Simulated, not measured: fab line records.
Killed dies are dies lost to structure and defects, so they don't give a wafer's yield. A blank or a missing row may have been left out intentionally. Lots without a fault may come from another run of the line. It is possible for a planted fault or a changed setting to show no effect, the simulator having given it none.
One fault seen from 2 desks ; flow gf180mcu ; what lay behind the numbers comes last; until then each desk has only its own

## FROM THE METROLOGY DESK
What the gauges read for every lot (on any tool): the sampled wafers with a number, averaged. The brackets show how far a lot's mean lies from the usual mean; more than 4 standard deviations puts the lot out of limits, marked OUT.
Columns: A = MIM_ALCU_THK at GF_MIM_THK_MEAS_11, usual 207.0 nm
lot;first seen here;A
L429;day 26 00:49;206.7
L430;day 26 04:41;204.4
L432;day 26 22:46;206.5
L435;day 27 22:43;208.8
L436;day 28 08:25;208.3
L437;day 28 11:19;206.9
L438;day 28 17:41;209.8
L440;day 29 08:23;209.5
L441;day 29 16:15;206.5
L446;day 30 23:16;206.0
L447;day 31 03:51;207.4
L448;day 31 10:55;202.7
This desk's verdict: no lot among the 12 shows anything out of limits.

## THE TOOL OWNER'S DESK: cvd w-01
The tool's own readings at GF_V5_CVD_23 (deposits W, target thk 350 nm, time 104.9 s): means of the sampled wafers that have a number, for each lot that ran on this tool. The brackets show how far a lot's mean lies from the usual mean; more than 4 standard deviations puts the lot out of limits, marked OUT.
Columns: A = chamber pressure Torr at GF_V5_CVD_23, usual 40.01 Torr; B = heater power w at GF_V5_CVD_23, usual 925 W
lot;first seen here;A;B
L429;day 28 14:53;40.06;893
L432;day 29 11:50;40.00;987
L435;day 30 11:32;39.94;956
L437;day 30 21:44;38.90 (-14) OUT;904
L440;day 31 16:48;39.57 (-5.5) OUT;977
This desk finds L437, L440 out of limits, L437 being first, at day 30 21:44 (chamber pressure Torr at GF_V5_CVD_23). L429, L432, L435: within limits.

## TAKEN TOGETHER
At day 30 21:44, on L437, L440, the tool owner's desk was in a position to raise an alarm.
At the metrology desk, nothing out of limits was observed.
The metrology desk has L437, L440 on record, within its limits.
Of the lots named, all ran GF_V5_CVD_23 on cvd w-01.

## WHAT THE SIMULATOR HAD INSERTED
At GF_V5_CVD_23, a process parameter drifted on cvd w-01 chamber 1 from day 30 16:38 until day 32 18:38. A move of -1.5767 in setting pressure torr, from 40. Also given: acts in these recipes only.
Lots struck among those shown: L437, L440.
Each desk's first reading out of limits, in hours after the fault started: the tool owner's desk, 5.
